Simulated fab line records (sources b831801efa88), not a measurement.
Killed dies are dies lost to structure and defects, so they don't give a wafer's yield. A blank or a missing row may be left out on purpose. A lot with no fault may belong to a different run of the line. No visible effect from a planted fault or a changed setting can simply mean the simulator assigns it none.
fab line records | flow gf180mcu
record: lots: 14 wafers: 42 last_day: 34
route steps=602 shown HV_LDD@194 V1@357 M2@367
lots with no fault: from the same line, run without faults
start_h: hours from the record's first day to the start of the lot's first wafer shown | wait_h: how many hours have passed since the lot's step before this one | " as in the row above | L1.1+2: several wafers, shown together as one row | - either no value or no given start | * or withheld: withheld | < > ~ a bound
route shown NAME@n: names a module that has steps shown in the file, with the first one's number in the route | usual: mean/standard deviation taken from wafers without a fault | same: alike in all rows | chamber/n: place in a boat | sites: each site's reading | _std_site: their standard deviation | _edge_site: inner sites' mean taken away from outer sites' mean | radius_mm: for every site, how far away it sits from the centre of the wafer | mask NAME#n: copy n | behind: the last tool/chamber to shape the wafer | hold: why the lot was held/for how many hours/how that ended | device: which transistor (n, p or np) failed to switch | end of line: at the end of the route, the tests of the same wafers | a step with no rows: only its recipe | killed: dies that structure and defects cost at the first sort, which is not the same as the wafer's yield | map: per-die view of a wafer (x killed, . not killed, _ where there is no die)
set.NAME: the setting that was run; set.NAME@STEP: the one run at that earlier step | model.NAME: the simulator's own value behind a step, which no gauge read
route steps across a sampled set of lots; one table per step, one row per wafer
services: when a tool's chamber went out of use (start_h, in hours from the record's first day, below 0 if earlier), for how many hours, and the reason
== steps ==
step: GF_HV_LDD_DEVELOP_18
recipe: develop_time_s: 60 dev_temp_c: 23
usual: exhaust_pa: 45.0/0.82
columns lot.wafer tool chamber start_h wait_h exhaust_pa
L935.2 litho_track-04 0 237.08 0.1 44.7
L935.3 " 0 " " 44.8
L935.5 " 0 " " 44.0
L936.1 litho_track-01 0 243.80 0.1 44.3
L936.2 " 0 " " 46.1
L936.4 " 0 " " 44.7
L937.2 litho_track-04 0 255.18 0.1 44.9
L937.3 " 0 " " 45.8
L937.6 " 0 " " 44.4
L940.4 litho_track-01 0 277.37 0.1 44.1
L940.5 " 0 " " 45.8
L940.6 " 0 " " 44.4
L941.2 litho_track-04 0 284.33 0.1 45.4
L941.3 " 0 " " 45.4
L941.4 " 0 " " 44.8
L942.1 litho_track-01 0 290.00 0.1 46.0
L942.4 " 0 " " 44.8
L942.6 " 0 " " 45.2
L945.2 litho_track-04 0 316.08 0.1 44.0
L945.3 " 0 " " 45.0
L945.6 " 0 " " 43.5
L947.2 litho_track-01 0 337.97 0.1 45.1
L947.4 " 0 " " 45.3
L947.6 " 0 " " 45.6
L948.2 litho_track-04 0 341.13 0.1 44.5
L948.4 " 0 " " 46.2
L948.5 " 0 " " 45.1
L949.1 litho_track-01 0 345.25 0.1 46.6
L949.3 " 0 " " 44.1
L949.6 " 0 " " 46.1
L950.2 litho_track-01 0 355.12 0.1 45.3
L950.3 " 0 " " 46.2
L950.5 " 0 " " 46.4
L954.2 litho_track-02 0 390.33 0.1 46.3
L954.3 " 0 " " 44.4
L954.5 " 0 " " 43.5
L955.1 litho_track-02 0 396.05 0.1 44.7
L955.3 " 0 " " 45.6
L955.6 " 0 " " 45.3
L957.4 litho_track-04 0 407.88 0.1 45.5
L957.5 " 0 " " 45.1
L957.6 " 0 " " 45.1
step: GF_HV_LDD_CD_MEAS_19
recipe: target_cd_nm: 400
usual: cd_nm: 400.2/2.7
columns lot.wafer tool chamber start_h wait_h hold cd_nm
L935.2 cd_sem-01 - 237.23 0.1 - 402.6
L935.3 " - " " - 403.4
L935.5 " - " " - 404.3
L936.1 cd_sem-02 - 243.95 0.1 - 395.7
L936.2 " - " " - 395.0
L936.4 " - " " - 397.7
L937.2 cd_sem-01 - 255.33 0.1 - 399.7
L937.3 " - " " - 402.0
L937.6 " - " " - 402.9
L940.4 cd_sem-02 - 277.51 0.1 - 402.5
L940.5 " - " " - 403.8
L940.6 " - " " - 402.6
L941.2 cd_sem-02 - 284.48 0.1 - 399.3
L941.3 " - " " - 399.9
L941.4 " - " " - 400.2
L942.1 cd_sem-01 - 290.15 0.1 - 395.4
L942.4 " - " " - 397.7
L942.6 " - " " - 395.5
L945.2 cd_sem-01 - 316.23 0.1 - 399.2
L945.3 " - " " - 398.4
L945.6 " - " " - 399.4
L947.2 cd_sem-01 - 338.12 0.1 await_dispo/0.2h/release 302.0
L947.4 " - " " await_dispo/0.2h/release 301.9
L947.6 " - " " await_dispo/0.2h/release 301.8
L947.2 cd_sem-01 - 338.41 0.3 - 302.8
L947.4 " - " " - 301.9
L947.6 " - " " - 301.8
L948.2 cd_sem-02 - 341.27 0.1 - 402.8
L948.4 " - " " - 403.3
L948.5 " - " " - 402.9
L949.1 cd_sem-02 - 345.40 0.1 await_dispo/0.2h/release 307.7
L949.3 " - " " await_dispo/0.2h/release 303.8
L949.6 " - " " await_dispo/0.2h/release 305.5
L949.1 cd_sem-02 - 345.69 0.3 - 307.7
L949.3 " - " " - 303.7
L949.6 " - " " - 305.9
L950.2 cd_sem-01 - 355.27 0.1 await_dispo/0.2h/release 308.2
L950.3 " - " " await_dispo/0.2h/release 308.7
L950.5 " - " " await_dispo/0.2h/release 306.9
L950.2 cd_sem-01 - 355.56 0.3 - 307.8
L950.3 " - " " - 308.6
L950.5 " - " " - 306.7
L954.2 cd_sem-02 - 390.47 0.1 - 399.6
L954.3 " - " " - 400.9
L954.5 " - " " - 402.1
L955.1 cd_sem-01 - 396.20 0.1 - 396.8
L955.3 " - " " - 395.7
L955.6 " - " " - 396.5
L957.4 cd_sem-01 - 408.01 0.1 - 400.6
L957.5 " - " " - 401.9
L957.6 " - " " - 399.7
step: GF_V1_SPUTTER_22
recipe: material: TiN target_thk_nm: 10 chamber_pressure_pa: 5 power_w: 4000 time_s: 40
usual: throttle_valve_pct: 29.3/1
same: time_s: 40
columns lot.wafer tool chamber start_h wait_h throttle_valve_pct
L935.2 pvd_sputter-02 - 416.78 0.0 29.2
L935.3 " - " " 28.6
L935.5 " - " " 29.1
L936.1 pvd_sputter-04 - 423.83 0.0 29.9
L936.2 " - " " 29.7
L936.4 " - " " 29.9
L937.2 pvd_sputter-02 - 438.58 0.0 28.9
L937.3 " - " " 29.9
L937.6 " - " " 30.1
L940.4 pvd_sputter-04 - 466.20 0.0 26.9
L940.5 " - " " 29.5
L940.6 " - " " 29.4
L941.2 pvd_sputter-04 - 474.79 0.0 29.7
L941.3 " - " " 29.8
L941.4 " - " " 29.6
L942.1 pvd_sputter-04 - 480.68 0.0 29.8
L942.4 " - " " 29.7
L942.6 " - " " 30.0
L945.2 pvd_sputter-04 - 509.53 0.0 27.0
L945.3 " - " " 29.6
L945.6 " - " " 29.8
L947.2 pvd_sputter-04 - 533.38 0.0 26.9
L947.4 " - " " 29.8
L947.6 " - " " 29.7
L948.2 pvd_sputter-04 - 536.48 0.0 27.1
L948.4 " - " " 29.8
L948.5 " - " " 27.2
L949.1 pvd_sputter-02 - 543.43 0.0 28.9
L949.3 " - " " 29.1
L949.6 " - " " 29.8
L950.2 pvd_sputter-02 - 553.34 0.0 28.9
L950.3 " - " " 28.8
L950.5 " - " " 28.9
L954.2 pvd_sputter-02 - 588.04 0.0 30.0
L954.3 " - " " 30.1
L954.5 " - " " 28.8
L955.1 pvd_sputter-04 - 593.13 0.0 29.7
L955.3 " - " " 29.6
L955.6 " - " " 26.6
L957.4 pvd_sputter-04 - 601.83 0.0 30.0
L957.5 " - " " 29.5
L957.6 " - " " 30.0
step: GF_M2_RS_MEAS_05
recipe: thk_meas_gauge: four-point-probe reads: TiN_of_M2_SPUTTER_04+Ti_of_M2_SPUTTER_03+AlCu_of_M2_SPUTTER_02+TiN_of_M2_SPUTTER_01+Ti_of_M2_SPUTTER_00
usual: M2_ALCU_RS: 0.0693/0.00077
columns lot.wafer tool chamber start_h wait_h M2_ALCU_RS[ohm/sq]
L935.2 film_metro-01 - 417.65 0.0 0.0691
L935.3 " - " " 0.0686
L935.5 " - " " 0.0689
L936.1 film_metro-04 - 424.68 0.0 0.0702
L936.2 " - " " 0.0704
L936.4 " - " " 0.0694
L937.2 film_metro-01 - 439.45 0.0 0.0688
L937.3 " - " " 0.0690
L937.6 " - " " 0.0689
L940.4 film_metro-01 - 467.09 0.1 0.0700
L940.5 " - " " 0.0698
L940.6 " - " " 0.0699
L941.2 film_metro-04 - 475.66 0.0 0.0695
L941.3 " - " " 0.0696
L941.4 " - " " 0.0697
L942.1 film_metro-02 - 481.53 0.0 0.0691
L942.4 " - " " 0.0686
L942.6 " - " " 0.0696
L945.2 film_metro-01 - 510.40 0.0 0.0706
L945.3 " - " " 0.0703
L945.6 " - " " 0.0701
L947.2 film_metro-01 - 534.25 0.0 0.0697
L947.4 " - " " 0.0694
L947.6 " - " " 0.0698
L948.2 film_metro-01 - 537.35 0.0 0.0699
L948.4 " - " " 0.0696
L948.5 " - " " 0.0698
L949.1 film_metro-04 - 544.31 0.1 0.0699
L949.3 " - " " 0.0701
L949.6 " - " " 0.0698
L950.2 film_metro-01 - 554.21 0.0 0.0691
L950.3 " - " " 0.0697
L950.5 " - " " 0.0689
L954.2 film_metro-02 - 588.91 0.0 0.0695
L954.3 " - " " 0.0695
L954.5 " - " " 0.0694
L955.1 film_metro-02 - 593.98 0.0 0.0689
L955.3 " - " " 0.0686
L955.6 " - " " 0.0684
L957.4 film_metro-04 - 602.74 0.1 0.0701
L957.5 " - " " 0.0698
L957.6 " - " " 0.0703
step: GF_M2_OVL_MEAS_15
usual: M2_OVL: -2/5.4
columns lot.wafer tool chamber start_h wait_h M2_OVL[nm]
L935.2 overlay-02 - 441.78 0.1 -8
L935.3 " - " " -11
L935.5 " - " " -12
L936.1 overlay-02 - 449.47 0.1 -1
L936.2 " - " " -2
L936.4 " - " " 3
L937.2 overlay-02 - 463.67 0.1 0
L937.3 " - " " 10
L937.6 " - " " 2
L940.4 overlay-01 - 491.19 0.1 1
L940.5 " - " " 3
L940.6 " - " " 0
L941.2 overlay-02 - 499.28 0.1 -8
L941.3 " - " " -5
L941.4 " - " " -6
L942.1 overlay-01 - 504.62 0.1 1
L942.4 " - " " 1
L942.6 " - " " 4
L945.2 overlay-02 - 534.18 0.1 0
L945.3 " - " " -10
L945.6 " - " " 5
L947.2 overlay-02 - 556.87 0.1 -1
L947.4 " - " " -2
L947.6 " - " " -1
L948.2 overlay-01 - 559.92 0.1 4
L948.4 " - " " 7
L948.5 " - " " 0
L949.1 overlay-02 - 567.57 0.1 8
L949.3 " - " " 1
L949.6 " - " " 4
L950.2 overlay-02 - 576.63 0.1 -16
L950.3 " - " " -19
L950.5 " - " " -13
L954.2 overlay-01 - 609.82 0.1 -8
L954.3 " - " " -8
L954.5 " - " " -7
L955.1 overlay-01 - 615.07 0.1 1
L955.3 " - " " -6
L955.6 " - " " -3
L957.4 overlay-01 - 623.20 0.1 2
L957.5 " - " " -6
L957.6 " - " " -4
== services ==
columns tool chamber start_h hours kind
pvd_sputter-02 - 253.49 0.6 repair
pvd_sputter-04 - 277.36 21.4 repair
pvd_sputter-02 - 331.38 26.3 repair
pvd_sputter-02 - 382.49 5.9 repair
pvd_sputter-02 - 383.18 3.0 repair
pvd_sputter-04 - 425.33 1.9 repair
pvd_sputter-04 - 430.71 8.8 repair
litho_track-01 - 444.48 - consumable_replace:filter
pvd_sputter-04 1 455.98 - consumable_replace:kit
pvd_sputter-04 1 455.98 18.0 scheduled_down
pvd_sputter-04 1 455.98 18.0 vent_cycle
pvd_sputter-02 - 467.18 2.4 repair
pvd_sputter-02 - 478.89 2.5 repair
pvd_sputter-02 - 497.58 1.7 repair
pvd_sputter-02 - 507.31 0.8 repair
pvd_sputter-02 - 575.43 9.0 repair
== key ==
first_sign: step: GF_HV_LDD_CD_MEAS_19 reading: visit direction: added
effect: step: GF_HV_LDD_CD_MEAS_19 reading: cd_nm direction: down sigmas: 35 usual: 400.2 struck: 305.2
met_at GF_HV_LDD_DEVELOP_18
struck_lots L947,L949,L950
tester_left_out L947,L949,L950
not_acting_at GF_V1_SPUTTER_22,GF_M2_RS_MEAS_05,GF_M2_OVL_MEAS_15
onset_between 290.00 337.97
fault: kind: process_parameter_drift tool: litho_track-01 chamber: - onset_h: 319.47 steps: GF_HV_LDD_DEVELOP_18 channel: develop_time_s offset: * shape: step end_h: 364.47 acts_in: * stated: *
tester_left_out: of these lots the tester's yield and bins aren't shown, on N5 and GAA mostly nor the transistor test; their killed dies are dies lost to structure and defects alone, not to doping, threshold or leakage, so they don't give the yield
